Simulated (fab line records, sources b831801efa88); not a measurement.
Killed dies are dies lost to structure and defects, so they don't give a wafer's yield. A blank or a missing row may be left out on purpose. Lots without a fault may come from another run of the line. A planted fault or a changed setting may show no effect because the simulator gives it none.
Chamber matching | flow gf180mcu | GF_V1_CMP_04 on cmp-01: 4 sister chambers
The step polishes SiO2. 4 wafers are shown with their chamber, then 7 later ones without.

WAFERS WITH THEIR CHAMBER
wafer  | chamber | time_to_endpoint_s (s)
L496.4 | 1       | 88
L496.5 | 3       | 84
L499.2 | 0       | 77
L499.5 | 2       | 81

WAFERS WITHOUT THEIR CHAMBER
wafer  | time_to_endpoint_s (s)
L499.6 | 81
L500.1 | 83
L500.3 | 73
L500.6 | 82
L501.2 | 78
L501.4 | 85
L501.6 | 82

WHICH CHAMBER EACH WENT THROUGH
wafer  | from the rows above          | in truth
L499.6 | can't be placed: 2 or 3      | 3
L500.1 | can't be placed: 3 or 2      | 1
L500.3 | 0                            | 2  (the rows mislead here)
L500.6 | can't be placed: 2 or 3      | 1
L501.2 | can't be placed: 0 or 2      | 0
L501.4 | can't be placed: 3 or 1 or 2 | 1
L501.6 | can't be placed: 2 or 3      | 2
Placed correctly: 0 of 7. Can't be placed from these rows: 6 (the true chamber is among the candidates in 4). Placed wrongly: 1.
How it was worked out, from the rows above alone: a wafer's distance from a chamber is the root of the sum, over the readings, of the square of ((its reading less the chamber's mean) divided by the reading's scatter). The wafer belongs to the nearest chamber; if the next one is less than 2 further off, it can't be placed. A chamber's mean is the mean of its shown wafers. The scatter: with one shown wafer a chamber, the root of the mean of the squares of how far each hidden wafer lies from its nearest shown one.
